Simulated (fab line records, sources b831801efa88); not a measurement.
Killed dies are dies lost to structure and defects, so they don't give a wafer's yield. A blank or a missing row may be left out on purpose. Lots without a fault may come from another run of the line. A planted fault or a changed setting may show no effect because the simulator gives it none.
Which tool did it? | flow gf180mcu | 13 lots, 39 wafers sampled, at 2 steps of a route of 602

WHAT THE GAUGES READ, wafer by wafer
GF_CONTACT_BOW_MEAS_05. Usual: CONTACT_BOW 66 um, standard deviation 6.8.
lot  | measured     | on            | CONTACT_BOW (um) | flag
L107 | day 15 21:52 | film_metro-04 | 78 68 79         |
L108 | day 16 09:05 | film_metro-04 | 64 65 71         |
L111 | day 17 08:50 | film_metro-04 | 59 65 53         |
L114 | day 18 12:12 | film_metro-04 | 63 85 64         |
L118 | day 20 04:18 | film_metro-01 | 65 69 66         |
L119 | day 20 10:44 | film_metro-04 | 78 72 62         |
L122 | day 21 08:59 | film_metro-02 | 54 64 65         |
L123 | day 21 20:54 | film_metro-04 | 49 76 71         |
L124 | day 22 08:42 | film_metro-02 | 68 67 58         |
L125 | day 22 09:05 | film_metro-01 | 68 76 63         |
L126 | day 22 16:18 | film_metro-02 | 52 71 62         |
L127 | day 23 04:41 | film_metro-01 | 76 64 65         |
L128 | day 23 11:43 | film_metro-04 | 65 66 63         |

GF_V1_THK_MEAS_03. Usual: V1_CVD_02_THK 848 nm, standard deviation 10.
lot  | measured     | on            | V1_CVD_02_THK (nm) | flag
L107 | day 17 21:20 | film_metro-03 | 841 847 845        |
L108 | day 18 10:18 | film_metro-03 | 841 849 857        |
L111 | day 19 11:12 | film_metro-03 | 823 838 843        |
L114 | day 20 14:58 | film_metro-03 | 873 878 878        |
L118 | day 22 07:12 | film_metro-01 | 843 841 854        |
L119 | day 22 13:05 | film_metro-01 | 847 854 860        |
L122 | day 23 10:38 | film_metro-02 | 827 867 848        |
L123 | day 23 21:09 | film_metro-03 | 830 852 847        |
L124 | day 24 09:18 | film_metro-01 | 853 848 860        |
L125 | day 24 10:57 | film_metro-03 | 834 843 857        |
L126 | day 24 15:23 | film_metro-02 | 833 841 844        |
L127 | day 25 03:22 | film_metro-01 | 843 841 855        |
L128 | day 25 13:15 | film_metro-03 | 850 858 860        |

WHICH TOOL RAN EACH LOT (tool, then ch and the chambers of the sampled wafers, then the start)
The record holds no process step before these readings.

WHAT THE TOOLS THEMSELVES READ (means of the sampled wafers that have a number; where no wafer has one, the mark that the record gives instead)
The record holds no such reading with a usual standard deviation.

THE ANSWER, worked out from the rows above alone
Rule: a lot is off if the mean of its wafers that have a number lies more than 3 standard deviations from the usual mean. A lot without any number at a reading at which 4 lots or more have one is off too. The other lots that the step has rows for count as sound. The gauges are gone through in route order, then the tools' own readings, and for those a lot's mean is taken as printed above. The first step at which some lot is off is used, and at that step the reading that is off furthest; a lot without a number counts as furthest.
No lot is off at any reading shown: from this, nothing can be told.

WHAT THE SIMULATOR HAD PUT IN
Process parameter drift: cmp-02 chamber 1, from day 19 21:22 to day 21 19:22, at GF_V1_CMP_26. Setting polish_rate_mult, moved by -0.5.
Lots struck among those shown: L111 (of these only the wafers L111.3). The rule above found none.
